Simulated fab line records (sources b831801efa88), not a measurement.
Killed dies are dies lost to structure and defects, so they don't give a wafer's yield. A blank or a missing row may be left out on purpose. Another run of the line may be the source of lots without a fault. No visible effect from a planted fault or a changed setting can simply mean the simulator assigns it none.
Which tool was responsible? | flow sky130 | 24 lots with 72 wafers sampled at 3 steps, on a route of 708 steps

## WHAT EACH GAUGE READ, for each wafer
SKY_LDD_HVP_TW_MEAS_10. Usual: for LDD_HVP_TW the level is 458 and the standard deviation is 4.6.
lot  | measured     | on           | LDD_HVP_TW  | flag
L074 | day 22 05:22 | filmMetro-02 | 460 461 460 | 
L075 | day 22 19:27 | filmMetro-01 | 447 449 447 | 
L076 | day 22 22:29 | filmMetro-02 | 461 462 460 | 
L077 | day 23 08:38 | filmMetro-02 | 460 458 460 | 
L078 | day 23 20:32 | filmMetro-04 | 457 459 459 | 
L079 | day 24 00:23 | filmMetro-04 | 459 458 460 | 
L080 | day 24 09:25 | filmMetro-02 | 466 464 463 | 
L081 | day 25 01:06 | filmMetro-02 | 461 460 466 | 
L082 | day 25 09:27 | filmMetro-01 | 451 451 449 | 
L083 | day 25 15:33 | filmMetro-04 | 457 457 457 | 
L084 | day 25 20:50 | filmMetro-02 | 461 462 463 | 
L085 | day 26 08:45 | filmMetro-02 | 463 461 460 | 
L086 | day 26 10:11 | filmMetro-02 | 461 463 463 | 
L087 | day 26 22:14 | filmMetro-04 | 459 458 458 | 
L088 | day 27 08:30 | filmMetro-02 | 459 462 464 | 
L089 | day 27 15:58 | filmMetro-02 | 460 461 461 | 
L090 | day 28 06:05 | filmMetro-02 | 457 457 458 | 
L091 | day 28 08:44 | filmMetro-02 | 458 461 458 | 
L092 | day 28 13:16 | filmMetro-02 | 459 459 458 | 
L093 | day 28 17:03 | filmMetro-02 | 459 458 457 | 
L094 | day 29 06:53 | filmMetro-01 | 448 448 451 | 
L095 | day 29 17:45 | filmMetro-01 | 452 452 451 | 
L096 | day 29 20:30 | filmMetro-04 | 460 458 463 | 
L097 | day 29 23:09 | filmMetro-02 | 465 462 466 | 

## WHICH TOOL RAN EACH LOT (tool, then ch and the chambers of the sampled wafers, then the start)
lot  | SKY_FIELD_ISO_ETCH_14            | SKY_FIELD_ISO_ETCH_15
L074 | rieDiel-04 ch 0,1, day 2 06:17   | rieDiel-04 ch 0,1, day 2 06:20
L075 | rieDiel-01 ch 1,2,3, day 2 12:19 | rieDiel-01 ch 1,2,3, day 2 12:22
L076 | rieDiel-04 ch 1,2,3, day 2 16:41 | rieDiel-04 ch 1,2,3, day 2 16:44
L077 | rieDiel-04 ch 0,1, day 2 23:37   | rieDiel-04 ch 0,1, day 2 23:40
L078 | rieDiel-01 ch 2,3, day 3 03:02   | rieDiel-01 ch 2,3, day 3 03:05
L079 | rieDiel-03 ch 0,2,3, day 3 07:32 | rieDiel-03 ch 0,2,3, day 3 07:35
L080 | rieDiel-03 ch 0,3, day 3 12:23   | rieDiel-03 ch 0,3, day 3 12:26
L081 | rieDiel-04 ch 1,3, day 3 17:22   | rieDiel-04 ch 1,3, day 3 17:26
L082 | rieDiel-01 ch 0,2,3, day 3 23:40 | rieDiel-01 ch 0,2,3, day 3 23:43
L083 | rieDiel-03 ch 0,1,2, day 4 06:59 | rieDiel-03 ch 0,1,2, day 4 07:02
L084 | rieDiel-04 ch 0,3, day 4 10:11   | rieDiel-04 ch 0,3, day 4 10:14
L085 | rieDiel-04 ch 1,2,3, day 4 15:22 | rieDiel-04 ch 1,2,3, day 4 15:25
L086 | rieDiel-03 ch 1,2,3, day 4 21:47 | rieDiel-03 ch 1,2,3, day 4 21:50
L087 | rieDiel-01 ch 0,1, day 5 01:28   | rieDiel-01 ch 0,1, day 5 01:31
L088 | rieDiel-03 ch 0,1, day 5 08:56   | rieDiel-03 ch 0,1, day 5 08:59
L089 | rieDiel-01 ch 0,2,3, day 5 14:32 | rieDiel-01 ch 0,2,3, day 5 14:35
L090 | rieDiel-03 ch 0,2,3, day 5 18:32 | rieDiel-03 ch 0,2,3, day 5 18:35
L091 | rieDiel-01 ch 0,1, day 5 23:53   | rieDiel-01 ch 0,1, day 5 23:56
L092 | rieDiel-01 ch 1,2, day 6 04:02   | rieDiel-01 ch 1,2, day 6 04:05
L093 | rieDiel-04 ch 1,3, day 6 07:37   | rieDiel-04 ch 1,3, day 6 07:40
L094 | rieDiel-03 ch 1,2,3, day 6 14:23 | rieDiel-03 ch 1,2,3, day 6 14:26
L095 | rieDiel-03 ch 0,2,3, day 6 21:50 | rieDiel-03 ch 0,2,3, day 6 21:53
L096 | rieDiel-04 ch 0,1,2, day 7 00:38 | rieDiel-04 ch 0,1,2, day 7 00:41
L097 | rieDiel-01 ch 0,3, day 7 04:22   | rieDiel-01 ch 0,3, day 7 04:25
- SKY_FIELD_ISO_ETCH_14: etches BARC in N2/H2, stops on SiO2, time 45.9 s, target depth 60 nm.
- SKY_FIELD_ISO_ETCH_15: etches the open film in CHF3/O2, stops on Si, target depth 180 nm, time 72 s.

## WHAT THE TOOLS THEMSELVES READ (means of the sampled wafers that have a number; where no wafer has one, the mark that the record gives instead)
SKY_FIELD_ISO_ETCH_14. Usual: drypumpMotorCurrentA 5.7 A, standard deviation 0.53; oesProductAu 0.854 a.u., standard deviation 0.0048; throttleValvePct 13.224 %, standard deviation 0.0086.
lot  | tool       | drypumpMotorCurrentA (A) | oesProductAu (a.u.) | throttleValvePct (%) | flag
L074 | rieDiel-04 | 6.1                      | 0.854               | 13.223               | 
L075 | rieDiel-01 | 5.6                      | 0.850               | 13.217               | 
L076 | rieDiel-04 | 5.7                      | 0.849               | 13.231               | 
L077 | rieDiel-04 | 6.1                      | 0.850               | 13.225               | 
L078 | rieDiel-01 | 5.1                      | 0.854               | 13.225               | 
L079 | rieDiel-03 | 5.6                      | 0.852               | 13.224               | 
L080 | rieDiel-03 | 5.3                      | 0.858               | 13.222               | 
L081 | rieDiel-04 | 6.2                      | 0.858               | 13.232               | 
L082 | rieDiel-01 | 5.3                      | 0.852               | 13.227               | 
L083 | rieDiel-03 | 5.7                      | 0.854               | 13.235               | 
L084 | rieDiel-04 | 6.3                      | 0.855               | 13.223               | 
L085 | rieDiel-04 | 5.7                      | 0.863               | 13.226               | 
L086 | rieDiel-03 | 5.8                      | 0.858               | 13.224               | 
L087 | rieDiel-01 | 6.4                      | 0.851               | 13.226               | 
L088 | rieDiel-03 | 5.6                      | 0.850               | 13.223               | 
L089 | rieDiel-01 | 5.3                      | 0.856               | 13.223               | 
L090 | rieDiel-03 | 5.6                      | 0.854               | 13.222               | 
L091 | rieDiel-01 | 6.2                      | 0.854               | 13.217               | 
L092 | rieDiel-01 | 6.0                      | 0.855               | 13.221               | 
L093 | rieDiel-04 | 6.0                      | 0.855               | 13.226               | 
L094 | rieDiel-03 | 5.7                      | 0.853               | 13.226               | 
L095 | rieDiel-03 | 5.6                      | 0.857               | 13.228               | 
L096 | rieDiel-04 | 5.7                      | 0.857               | 13.228               | 
L097 | rieDiel-01 | 5.5                      | 0.859               | 13.225               | 

SKY_FIELD_ISO_ETCH_15. Usual: drypumpMotorCurrentA 5.7 A, standard deviation 0.53; oesProductAu 0.947 a.u., standard deviation 0.0075; throttleValvePct 8.843 %, standard deviation 0.0099.
lot  | tool       | drypumpMotorCurrentA (A) | oesProductAu (a.u.) | throttleValvePct (%) | flag
L074 | rieDiel-04 | 6.1                      | 0.948               | 8.846                | 
L075 | rieDiel-01 | 5.5                      | 0.936               | 8.845                | 
L076 | rieDiel-04 | 5.7                      | 0.936               | 8.830                | 
L077 | rieDiel-04 | 6.1                      | 0.943               | 8.839                | 
L078 | rieDiel-01 | 5.1                      | 0.953               | 8.851                | 
L079 | rieDiel-03 | 5.6                      | 0.949               | 8.849                | 
L080 | rieDiel-03 | 5.3                      | 0.944               | 8.856                | 
L081 | rieDiel-04 | 6.2                      | 0.950               | 8.848                | 
L082 | rieDiel-01 | 5.3                      | 0.958               | 8.841                | 
L083 | rieDiel-03 | 5.7                      | 0.958               | 8.850                | 
L084 | rieDiel-04 | 6.3                      | 0.938               | 8.841                | 
L085 | rieDiel-04 | 5.7                      | 0.945               | 8.838                | 
L086 | rieDiel-03 | 5.8                      | 0.945               | 8.840                | 
L087 | rieDiel-01 | 6.3                      | 0.952               | 8.844                | 
L088 | rieDiel-03 | 5.6                      | 0.938               | 8.845                | 
L089 | rieDiel-01 | 5.3                      | 0.944               | 8.851                | 
L090 | rieDiel-03 | 5.6                      | 0.957               | 8.846                | 
L091 | rieDiel-01 | 6.1                      | 0.943               | 8.833                | 
L092 | rieDiel-01 | 6.0                      | 0.950               | 8.842                | 
L093 | rieDiel-04 | 6.0                      | 0.944               | 8.849                | 
L094 | rieDiel-03 | 5.8                      | 0.943               | 8.841                | 
L095 | rieDiel-03 | 5.6                      | 0.946               | 8.846                | 
L096 | rieDiel-04 | 5.7                      | 0.952               | 8.849                | 
L097 | rieDiel-01 | 5.4                      | 0.949               | 8.851                | 

## THE ANSWER, worked out from the rows above alone
Rule: a lot counts as off when the mean over its wafers that have a number is more than 3 standard deviations away from the usual mean. A lot without any number at a reading at which 4 lots or more have one is off too. Where the step has rows for the other lots, those lots are counted as sound. After the gauges, taken in route order, come the tools' own readings; for these a lot's mean is taken, as printed above. At the first step where some lot is off, the reading lying furthest off is the one used; lots without a number count as furthest.
No lot is off at any reading shown: from this, nothing can be told.

## WHAT THE SIMULATOR HAD PUT IN
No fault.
